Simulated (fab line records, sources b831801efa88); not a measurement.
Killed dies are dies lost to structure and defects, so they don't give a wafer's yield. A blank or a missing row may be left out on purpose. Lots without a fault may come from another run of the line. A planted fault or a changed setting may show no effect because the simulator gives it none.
Which tool did it? | flow gf180mcu | 14 lots, 42 wafers sampled, at 5 steps of a route of 602

WHAT THE GAUGES READ, wafer by wafer
GF_VT_IMPLANT_TW_MEAS_32. Usual: VT_IMPLANT_3_TW 268.9, standard deviation 1.4.
lot  | measured     | on            | VT_IMPLANT_3_TW   | flag
L463 | day 6 20:48  | film_metro-02 | 269.1 269.9 269.1 |
L464 | day 7 01:26  | film_metro-03 | 269.2 269.5 266.8 |
L465 | day 7 09:19  | film_metro-02 | 269.4 267.3 268.9 |
L469 | day 8 10:21  | film_metro-02 | 267.3 266.2 267.3 |
L470 | day 8 17:16  | film_metro-01 | 271.9 272.2 271.5 |
L471 | day 9 02:28  | film_metro-03 | 267.9 266.8 267.2 |
L472 | day 9 07:39  | film_metro-01 | 269.8 270.1 270.3 |
L473 | day 9 15:01  | film_metro-01 | 269.6 270.4 269.4 |
L474 | day 10 04:11 | film_metro-03 | 269.6 268.0 268.5 |
L480 | day 11 11:07 | film_metro-03 | 268.7 267.8 267.3 |
L481 | day 11 20:50 | film_metro-03 | 268.5 268.6 267.0 |
L483 | day 12 07:24 | film_metro-02 | 268.1 267.1 267.2 |
L484 | day 12 12:48 | film_metro-01 | 270.0 272.5 271.2 |
L486 | day 13 01:57 | film_metro-03 | 268.3 269.0 267.9 |

GF_HV_LDD_OVL_MEAS_20. Usual: HV_LDD_01_OVL -0.7 nm, standard deviation 1.5.
lot  | measured     | on         | HV_LDD_01_OVL (nm) | flag
L463 | day 10 18:55 | overlay-01 | 0.2 -0.7 0.5       |
L464 | day 10 22:19 | overlay-02 | -3.1 -3.1 -3.5     |
L465 | day 11 05:55 | overlay-02 | 0.8 2.0 1.0        |
L469 | day 12 12:22 | overlay-02 | -2.5 -2.3 -1.6     |
L470 | day 12 19:35 | overlay-02 | -1.8 -0.6 -2.0     |
L471 | day 13 08:07 | overlay-01 | -2.1 -1.8 -1.6     |
L472 | day 13 13:20 | overlay-01 | -2.5 -1.5 -1.8     |
L473 | day 13 19:38 | overlay-01 | -0.3 1.2 -0.3      |
L474 | day 14 10:55 | overlay-02 | 1.3 1.0 0.3        |
L480 | day 16 03:38 | overlay-02 | -0.7 0.8 1.0       |
L481 | day 16 14:10 | overlay-01 | -0.7 -0.1 0.2      |
L483 | day 17 02:58 | overlay-01 | -0.4 0.0 -0.2      |
L484 | day 17 11:02 | overlay-02 | -1.2 -0.8 -0.2     |
L486 | day 17 23:47 | overlay-02 | -0.8 -2.1 -0.5     |

GF_SAB_THK_MEAS_01. Usual: SAB_CVD_00_THK 50.0 nm, standard deviation 0.62.
lot  | measured     | on            | SAB_CVD_00_THK (nm) | flag
L463 | day 14 05:59 | film_metro-03 | 50.5 51.2 50.5      |
L464 | day 14 09:51 | film_metro-04 | 49.4 49.2 49.6      |
L465 | day 14 18:14 | film_metro-03 | 49.8 50.1 50.2      |
L469 | day 16 06:01 | film_metro-01 | 49.2 49.1 49.9      |
L470 | day 16 12:44 | film_metro-04 | 49.5 50.1 49.7      |
L471 | day 17 03:07 | film_metro-03 | 48.6 64.0 49.9      | OFF
L472 | day 17 10:37 | film_metro-04 | 50.1 50.7 51.1      |
L473 | day 17 17:37 | film_metro-04 | 62.7 62.7 49.9      | OFF
L474 | day 18 09:52 | film_metro-01 | 50.6 50.3 50.5      |
L480 | day 20 05:11 | film_metro-01 | 49.9 50.7 51.2      |
L481 | day 20 15:27 | film_metro-01 | 50.1 49.9 50.9      |
L483 | day 21 04:21 | film_metro-04 | 49.8 50.2 49.9      |
L484 | day 21 12:39 | film_metro-04 | 49.5 49.4 50.1      |
L486 | day 22 01:05 | film_metro-01 | 49.4 49.1 49.9      |

GF_CONTACT_CD_MEAS_14: target cd 220 nm. Usual: cd_nm 219.9 nm, standard deviation 1.3.
lot  | measured     | on        | cd_nm (nm)        | flag
L463 | day 16 02:58 | cd_sem-02 | 220.0 221.0 218.5 |
L464 | day 16 07:23 | cd_sem-01 | 219.6 220.3 218.9 |
L465 | day 16 16:55 | cd_sem-01 | 219.6 219.0 219.3 |
L469 | day 18 05:47 | cd_sem-02 | 219.8 221.3 221.1 |
L470 | day 18 11:56 | cd_sem-02 | 220.5 219.7 221.6 |
L471 | day 19 01:56 | cd_sem-02 | 220.9 221.2 219.8 |
L472 | day 19 11:28 | cd_sem-01 | 216.6 217.0 218.4 |
L473 | day 19 17:59 | cd_sem-02 | 221.6 222.5 220.8 |
L474 | day 20 10:39 | cd_sem-02 | 219.7 220.9 221.2 |
L480 | day 22 05:36 | cd_sem-01 | 219.5 219.8 220.2 |
L481 | day 22 15:40 | cd_sem-01 | 218.5 217.8 218.3 |
L483 | day 23 04:18 | cd_sem-01 | 220.6 219.7 220.3 |
L484 | day 23 11:40 | cd_sem-01 | 219.1 218.7 217.9 |
L486 | day 23 23:10 | cd_sem-02 | 222.7 223.2 221.1 |

WHICH TOOL RAN EACH LOT (tool, then ch and the chambers of the sampled wafers, then the start)
lot  | GF_SAB_CVD_00
L463 | pecvd-01 ch 1,2, day 14 05:58
L464 | pecvd-03 ch 0,2, day 14 09:50
L465 | pecvd-03 ch 0,2, day 14 18:13
L469 | pecvd-04 ch 1,2, day 16 06:01
L470 | pecvd-04 ch 0,1,2, day 16 12:43
L471 | pecvd-04 ch 0,1,2, day 17 03:05
L472 | pecvd-03 ch 0,1,2, day 17 10:35
L473 | pecvd-04 ch 0,1, day 17 17:35
L474 | pecvd-03 ch 0,1, day 18 09:51
L480 | pecvd-01 ch 0,1,2, day 20 05:10
L481 | pecvd-01 ch 0,1,2, day 20 15:26
L483 | pecvd-01 ch 0,1,2, day 21 04:20
L484 | pecvd-04 ch 0,1,2, day 21 12:38
L486 | pecvd-03 ch 1,2, day 22 01:03
- GF_SAB_CVD_00: deposits SiO2 from TEOS, target thk 50 nm, time 4.9302 s.

WHAT THE TOOLS THEMSELVES READ (means of the sampled wafers that have a number; where no wafer has one, the mark that the record gives instead)
GF_SAB_CVD_00. Usual: heater_power_w 620 W, standard deviation 120.
lot  | tool     | heater_power_w (W) | flag
L463 | pecvd-01 | 505                |
L464 | pecvd-03 | 632                |
L465 | pecvd-03 | 702                |
L469 | pecvd-04 | 713                |
L470 | pecvd-04 | 667                |
L471 | pecvd-04 | 658                |
L472 | pecvd-03 | 606                |
L473 | pecvd-04 | 644                |
L474 | pecvd-03 | 617                |
L480 | pecvd-01 | 576                |
L481 | pecvd-01 | 556                |
L483 | pecvd-01 | 564                |
L484 | pecvd-04 | 650                |
L486 | pecvd-03 | 537                |

THE ANSWER, worked out from the rows above alone
Rule: a lot is off if the mean of its wafers that have a number lies more than 3 standard deviations from the usual mean. A lot without any number at a reading at which 4 lots or more have one is off too. The other lots that the step has rows for count as sound. The gauges are gone through in route order, then the tools' own readings, and for those a lot's mean is taken as printed above. The first step at which some lot is off is used, and at that step the reading that is off furthest; a lot without a number counts as furthest.
Off: L471, L473, at GF_SAB_THK_MEAS_01 (SAB_CVD_00_THK).
A tool fits if, at a process step before that reading, it ran every lot that is off, and no sound lot after the first of them. The gauges at GF_SAB_THK_MEAS_01 are tried like those tools. None of those tried fits.

WHAT THE SIMULATOR HAD PUT IN
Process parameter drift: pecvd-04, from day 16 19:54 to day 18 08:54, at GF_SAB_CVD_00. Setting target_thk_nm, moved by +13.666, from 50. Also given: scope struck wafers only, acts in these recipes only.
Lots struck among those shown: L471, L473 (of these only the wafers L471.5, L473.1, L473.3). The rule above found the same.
